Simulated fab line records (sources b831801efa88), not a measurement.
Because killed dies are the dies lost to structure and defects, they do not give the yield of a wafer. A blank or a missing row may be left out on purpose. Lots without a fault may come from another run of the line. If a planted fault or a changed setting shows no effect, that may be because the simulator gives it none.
fab line records + flow gf180mcu + part 2 of 2: steps 27 to 36 of 36
[record]
- lots = 5
- wafers = 15
- lastDay = 33
route steps=602 shown M4@463 V4@476
lots that met no fault: from a run of the same line without faults
startH: hours from the record's first day to the start of the lot's first wafer shown + waitH: how many hours have passed since the lot's step before this one + " unchanged from the row above + L1.1+2: a single row standing in for several wafers + - no value, or no start given + * or withheld: withheld + < > ~ a bound
route shown NAME@n: names a module that has steps shown in the file, with the first one's number in the route + usual: mean/standard deviation taken from wafers without a fault + same: alike in all rows + chamber/n: place in a boat + sites: readings site by site + _std_site: standard deviation across them + _edge_site: the outer-site mean with the inner-site mean subtracted + radiusMm: how far each site lies from the wafer's centre + mask NAME#n: copy n + behind: the most recent tool/chamber to have shaped the wafer + hold: why the lot went on hold/how many hours it stayed there/how the hold came to an end + device: which transistor (n, p or np) failed to switch + end of line: the tests these same wafers got at the end of their route + a step without rows: its recipe alone + killed: count of dies lost to structure and defects at first sort (not the wafer's yield) + map: per-die view of a wafer (x killed, . not killed, _ where there is no die)
set.NAME: setting as actually run; set.NAME@STEP: the setting as run at that earlier step + model.NAME: the simulator's own value behind a step, which no gauge read
lots at some steps of the route; a table a step, a row a wafer
services: when a tool's chamber went out of use (startH, in hours from the record's first day, below 0 if earlier), for how many hours, and the reason
[[steps]]
[step GF_V4_DEVELOP_13]
[recipe]
- developTimeS = 60
- resist = KrF
- devTempC = 21
[usual]
- exhaustPa = 45.0/0.95
| lot.wafer | tool          | chamber | startH | waitH | exhaustPa |
|-----------|---------------|---------|--------|-------|-----------|
| L074.1    | lithoTrack-02 | 0       | 555.10 | 0.2   | 43.6      |
| L074.2    | "             | 0       | "      | "     | 43.2      |
| L074.5    | "             | 0       | "      | "     | 44.0      |
| L084.1    | lithoTrack-04 | 0       | 642.84 | 0.2   | 45.7      |
| L084.3    | "             | 0       | "      | "     | 47.2      |
| L084.6    | "             | 0       | "      | "     | 47.6      |
| L091.1    | lithoTrack-02 | 0       | 689.20 | 0.2   | 44.2      |
| L091.4    | "             | 0       | "      | "     | 45.1      |
| L091.5    | "             | 0       | "      | "     | 44.5      |
| L092.2    | lithoTrack-04 | 0       | 697.27 | 0.2   | 44.7      |
| L092.3    | "             | 0       | "      | "     | 44.0      |
| L092.4    | "             | 0       | "      | "     | 46.1      |
| L095.4    | lithoTrack-04 | 0       | 712.22 | 0.1   | 44.7      |
| L095.5    | "             | 0       | "      | "     | 43.9      |
| L095.6    | "             | 0       | "      | "     | 43.7      |
[step GF_V4_CD_MEAS_14]
[recipe]
- targetCdNm = 260
[usual]
- cdNm = 260.2/0.93
| lot.wafer | tool     | chamber | startH | waitH | cdNm  |
|-----------|----------|---------|--------|-------|-------|
| L074.1    | cdSem-01 | -       | 555.25 | 0.1   | 260.0 |
| L074.2    | "        | -       | "      | "     | 260.3 |
| L074.5    | "        | -       | "      | "     | 260.0 |
| L084.1    | cdSem-01 | -       | 642.99 | 0.1   | 258.8 |
| L084.3    | "        | -       | "      | "     | 258.7 |
| L084.6    | "        | -       | "      | "     | 259.1 |
| L091.1    | cdSem-01 | -       | 689.35 | 0.1   | 260.1 |
| L091.4    | "        | -       | "      | "     | 259.9 |
| L091.5    | "        | -       | "      | "     | 260.3 |
| L092.2    | cdSem-02 | -       | 697.41 | 0.1   | 259.8 |
| L092.3    | "        | -       | "      | "     | 258.4 |
| L092.4    | "        | -       | "      | "     | 260.0 |
| L095.4    | cdSem-02 | -       | 712.35 | 0.1   | 260.0 |
| L095.5    | "        | -       | "      | "     | 260.9 |
| L095.6    | "        | -       | "      | "     | 259.1 |
[step GF_V4_OVL_MEAS_15]
[usual]
- V4_OVL = 2/5.7
| lot.wafer | tool       | chamber | startH | waitH | V4_OVL[nm] |
|-----------|------------|---------|--------|-------|------------|
| L074.1    | overlay-01 | -       | 555.37 | 0.1   | 2          |
| L074.2    | "          | -       | "      | "     | -4         |
| L074.5    | "          | -       | "      | "     | -3         |
| L084.1    | overlay-02 | -       | 643.11 | 0.1   | 5          |
| L084.3    | "          | -       | "      | "     | 1          |
| L084.6    | "          | -       | "      | "     | -1         |
| L091.1    | overlay-02 | -       | 689.47 | 0.1   | 6          |
| L091.4    | "          | -       | "      | "     | 9          |
| L091.5    | "          | -       | "      | "     | 7          |
| L092.2    | overlay-02 | -       | 697.52 | 0.1   | -2         |
| L092.3    | "          | -       | "      | "     | 6          |
| L092.4    | "          | -       | "      | "     | 2          |
| L095.4    | overlay-01 | -       | 712.43 | 0.1   | 3          |
| L095.5    | "          | -       | "      | "     | 1          |
| L095.6    | "          | -       | "      | "     | 5          |
[step GF_V4_ETCH_16]
[recipe]
- chemistry = N2/H2
- targetDepthA = withheld
- overetchA = withheld
- timeS = withheld
- target = BARC
- ionEnergyEv = 200
- sourceW = 500
- biasW = 100
- pressureMtorr = 30
- n2FlowSccm = 100
- h2FlowSccm = 200
[usual]
- drypumpMotorCurrentA = 5.8/0.49
- n2FlowSccm = 99.9/0.3
- oesProductAu = 0.854/0.0047
- throttleValvePct = 13.226/0.0096
| lot.wafer | tool       | chamber | startH | waitH | drypumpMotorCurrentA | n2FlowSccm | oesProductAu | throttleValvePct |
|-----------|------------|---------|--------|-------|----------------------|------------|--------------|------------------|
| L074.1    | rieDiel-02 | 0       | 555.41 | 0.0   | 6.4                  | 100.2      | 0.855        | 13.233           |
| L074.2    | "          | 1       | "      | "     | 6.2                  | 100.0      | 0.861        | 13.215           |
| L074.5    | "          | 2       | "      | "     | 5.0                  | 99.6       | 0.847        | 13.241           |
| L084.1    | rieDiel-01 | 2       | 643.15 | 0.0   | 5.3                  | 99.8       | 0.853        | 13.222           |
| L084.3    | "          | 1       | "      | "     | 6.3                  | 99.7       | 0.856        | 13.231           |
| L084.6    | "          | 2       | "      | "     | 5.3                  | 100.1      | 0.857        | 13.237           |
| L091.1    | rieDiel-01 | 1       | 689.51 | 0.0   | 6.3                  | 100.7      | 0.852        | 13.232           |
| L091.4    | "          | 3       | "      | "     | 5.6                  | 100.4      | 0.852        | 13.220           |
| L091.5    | "          | 2       | "      | "     | 5.2                  | 100.0      | 0.850        | 13.232           |
| L092.2    | rieDiel-02 | 3       | 697.55 | 0.0   | 6.2                  | 99.6       | 0.862        | 13.227           |
| L092.3    | "          | 2       | "      | "     | 5.0                  | 100.0      | 0.853        | 13.229           |
| L092.4    | "          | 1       | "      | "     | 6.2                  | 99.8       | 0.858        | 13.222           |
| L095.4    | rieDiel-01 | 1       | 712.45 | 0.0   | 6.2                  | 100.6      | 0.852        | 13.219           |
| L095.5    | "          | 2       | "      | "     | 5.3                  | 99.6       | 0.852        | 13.221           |
| L095.6    | "          | 3       | "      | "     | 5.6                  | 99.5       | 0.862        | 13.228           |
[step GF_V4_ETCH_17]
[recipe]
- chemistry = C4F8/O2/Ar
- maskMaterial = KrF
- target = SiO2
- stopOn = TiN
- sourceW = 1500
- biasW = 1200
- pressureMtorr = 40
- c4f8FlowSccm = withheld
- O2_flow_sccm = 6
- Ar_flow_sccm = 300
- timeS = withheld
- targetDepthA = 6300
[usual]
- oesProductAu = 0.855/0.0049
| lot.wafer | tool       | chamber | startH | waitH | oesProductAu |
|-----------|------------|---------|--------|-------|--------------|
| L074.1    | rieDiel-02 | 0       | -      | -     | 0.847        |
| L074.2    | "          | 1       | "      | "     | 0.863        |
| L074.5    | "          | 2       | "      | "     | 0.856        |
| L084.1    | rieDiel-01 | 2       | -      | -     | 0.854        |
| L084.3    | "          | 1       | "      | "     | 0.859        |
| L084.6    | "          | 2       | "      | "     | 0.854        |
| L091.1    | rieDiel-01 | 1       | -      | -     | 0.851        |
| L091.4    | "          | 3       | "      | "     | 0.848        |
| L091.5    | "          | 2       | "      | "     | 0.850        |
| L092.2    | rieDiel-02 | 3       | -      | -     | 0.850        |
| L092.3    | "          | 2       | "      | "     | 0.852        |
| L092.4    | "          | 1       | "      | "     | 0.845        |
| L095.4    | rieDiel-01 | 1       | -      | -     | 0.857        |
| L095.5    | "          | 2       | "      | "     | 0.856        |
| L095.6    | "          | 3       | "      | "     | 0.856        |
[step GF_V4_STRIP_18]
[recipe]
- chemistry = O2/N2
- powerW = 1400
- pressureMtorr = 1500
- platenTempC = 250
- o2FlowSccm = 3000
- n2FlowSccm = 300
- overashFraction = 0.5
[usual]
- drypumpMotorCurrentA = 5.5/0.41
- heaterPowerW = 343/64
- n2FlowSccm = 300.0/0.95
- o2FlowSccm = 3000/9.2
- oesProductAu = 0.594/0.0048
[same]
- overashFraction = 0.5
| lot.wafer | tool           | chamber | startH | waitH | drypumpMotorCurrentA | heaterPowerW | n2FlowSccm | o2FlowSccm | oesProductAu | rfHoursCounterH |
|-----------|----------------|---------|--------|-------|----------------------|--------------|------------|------------|--------------|-----------------|
| L074.1    | plasmaAsher-01 | 1       | 555.54 | -     | 5.6                  | 307          | 301.1      | 2992       | 0.595        | 100             |
| L074.2    | "              | 0       | "      | "     | 5.7                  | 348          | 301.1      | 3000       | 0.596        | 100             |
| L074.5    | "              | 1       | "      | "     | 5.6                  | 310          | 300.8      | 3000       | 0.592        | -               |
| L084.1    | plasmaAsher-03 | 0       | 643.28 | -     | 5.6                  | 282          | 301.1      | 2989       | 0.599        | 23              |
| L084.3    | "              | 0       | "      | "     | 5.6                  | 282          | 300.8      | 2979       | 0.592        | -               |
| L084.6    | "              | 0       | "      | "     | 5.6                  | 275          | 300.2      | 2998       | 0.595        | -               |
| L091.1    | plasmaAsher-03 | 1       | 689.63 | -     | 4.9                  | 442          | 300.6      | 3019       | 0.598        | 28              |
| L091.4    | "              | 0       | "      | "     | 5.6                  | 276          | 298.9      | 2987       | 0.595        | -               |
| L091.5    | "              | 1       | "      | "     | 4.9                  | 439          | 299.5      | 3007       | 0.596        | -               |
| L092.2    | plasmaAsher-03 | 1       | 697.68 | -     | 4.9                  | 444          | 300.5      | 2985       | 0.593        | 29              |
| L092.3    | "              | 1       | "      | "     | 4.9                  | 451          | 299.4      | 2996       | 0.601        | -               |
| L092.4    | "              | 0       | "      | "     | 5.6                  | 284          | 300.2      | 2988       | 0.595        | -               |
| L095.4    | plasmaAsher-02 | 1       | 712.61 | -     | 5.2                  | 393          | 300.5      | 2995       | 0.593        | -               |
| L095.5    | "              | 0       | "      | "     | 6.2                  | 283          | 300.7      | 3022       | 0.601        | -               |
| L095.6    | "              | 1       | "      | "     | 5.2                  | 398          | 301.4      | 2993       | 0.595        | -               |
[step GF_V4_STRIP_19]
[recipe]
- chemistry = postEtchResidueRemover
- timeS = 1200
- tempC = 72.5
| lot.wafer  | tool        | chamber | startH | waitH |
|------------|-------------|---------|--------|-------|
| L074.1+2+5 | wetBench-01 | 0       | 555.64 | 0.1   |
| L084.1+3+6 | wetBench-04 | 0       | 643.38 | 0.1   |
| L091.1+4+5 | wetBench-02 | 0       | 689.73 | 0.1   |
| L092.2+3+4 | wetBench-01 | 3       | 697.78 | 0.1   |
| L095.4+5+6 | wetBench-04 | 3       | 712.68 | 0.0   |
[step GF_V4_CLEAN_20]
[recipe]
- chemistry = DIW
- dry = n2Spin
| lot.wafer  | tool        | chamber | startH | waitH |
|------------|-------------|---------|--------|-------|
| L074.1+2+5 | wetBench-02 | 3       | 556.32 | 0.0   |
| L084.1+3+6 | wetBench-02 | 1       | 643.72 | 0.0   |
| L091.1+4+5 | wetBench-01 | 1       | 690.42 | 0.0   |
| L092.2+3+4 | wetBench-04 | 0       | 698.12 | 0.0   |
| L095.4+5+6 | wetBench-02 | 0       | 713.02 | 0.0   |
[step GF_V4_SPUTTER_21]
[recipe]
- material = Ti
- targetThkNm = 15
- chamberPressurePa = 5
- powerW = 2500
- substrateTempC = 200
- timeS = 80.02
[usual]
- throttleValvePct = 30.1/1.4
| lot.wafer | tool          | chamber | startH | waitH | throttleValvePct |
|-----------|---------------|---------|--------|-------|------------------|
| L074.1    | pvdSputter-01 | -       | 556.42 | 0.0   | 31.5             |
| L074.2    | "             | -       | "      | "     | 29.5             |
| L074.5    | "             | -       | "      | "     | 32.2             |
| L084.1    | pvdSputter-02 | -       | 643.82 | 0.0   | 31.7             |
| L084.3    | "             | -       | "      | "     | 31.2             |
| L084.6    | "             | -       | "      | "     | 27.7             |
| L091.1    | pvdSputter-04 | -       | 690.51 | 0.0   | 29.1             |
| L091.4    | "             | -       | "      | "     | 28.9             |
| L091.5    | "             | -       | "      | "     | 29.3             |
| L092.2    | pvdSputter-02 | -       | 698.21 | 0.0   | 31.0             |
| L092.3    | "             | -       | "      | "     | 32.0             |
| L092.4    | "             | -       | "      | "     | 31.7             |
| L095.4    | pvdSputter-02 | -       | 713.14 | 0.0   | 27.5             |
| L095.5    | "             | -       | "      | "     | 32.2             |
| L095.6    | "             | -       | "      | "     | 31.2             |
[step GF_V4_SPUTTER_22]
[recipe]
- material = TiN
- targetThkNm = 10
- chamberPressurePa = 5
- powerW = 4000
- timeS = 40
[usual]
- throttleValvePct = 30.1/1.4
| lot.wafer | tool          | chamber | startH | waitH | throttleValvePct |
|-----------|---------------|---------|--------|-------|------------------|
| L074.1    | pvdSputter-01 | -       | 556.48 | 0.0   | 31.4             |
| L074.2    | "             | -       | "      | "     | 29.5             |
| L074.5    | "             | -       | "      | "     | 32.1             |
| L084.1    | pvdSputter-02 | -       | 643.88 | 0.0   | 31.7             |
| L084.3    | "             | -       | "      | "     | 31.2             |
| L084.6    | "             | -       | "      | "     | 28.0             |
| L091.1    | pvdSputter-04 | -       | 690.57 | 0.0   | 29.3             |
| L091.4    | "             | -       | "      | "     | 28.9             |
| L091.5    | "             | -       | "      | "     | 29.2             |
| L092.2    | pvdSputter-02 | -       | 698.27 | 0.0   | 31.1             |
| L092.3    | "             | -       | "      | "     | 32.3             |
| L092.4    | "             | -       | "      | "     | 31.8             |
| L095.4    | pvdSputter-02 | -       | 713.19 | 0.0   | 27.7             |
| L095.5    | "             | -       | "      | "     | 31.9             |
| L095.6    | "             | -       | "      | "     | 31.3             |
[[services]]
| tool           | chamber | startH | hours | kind   |
|----------------|---------|--------|-------|--------|
| rieDiel-02     | -       | 499.05 | 2.8   | pm     |
| rieDiel-01     | 3       | 510.87 | 4.7   | repair |
| krfScanner-02  | -       | 523.49 | 3.6   | pm     |
| rieDiel-02     | 2       | 526.42 | 9.3   | repair |
| krfScanner-01  | -       | 531.74 | 0.8   | pm     |
| hdpcvd-02      | -       | 539.25 | 15.0  | pm     |
| krfScanner-02  | -       | 546.50 | 0.3   | repair |
| krfScanner-02  | -       | 551.14 | 1.3   | pm     |
| rieDiel-01     | 1       | 558.42 | 36.9  | repair |
| krfScanner-01  | -       | 569.73 | 1.0   | pm     |
| krfScanner-02  | -       | 577.29 | 4.0   | pm     |
| rieDiel-01     | 3       | 578.19 | 52.8  | repair |
| rieDiel-01     | 2       | 578.69 | 8.7   | repair |
| rieDiel-02     | 2       | 580.97 | 6.9   | repair |
| rieDiel-01     | -       | 583.00 | 0.2   | repair |
| plasmaAsher-03 | -       | 593.09 | 0.4   | repair |
| krfScanner-02  | -       | 593.62 | 1.0   | pm     |
| krfScanner-02  | -       | 604.20 | 3.2   | repair |
| pvdSputter-02  | -       | 611.47 | 2.0   | repair |
| wetBench-02    | -       | 622.29 | 3.8   | repair |
| rieDiel-01     | 3       | 632.51 | 14.3  | repair |
| rieDiel-01     | 2       | 636.62 | 2.0   | repair |
| rieDiel-01     | 3       | 653.31 | 16.6  | repair |
| pvdSputter-02  | -       | 664.30 | 22.7  | repair |
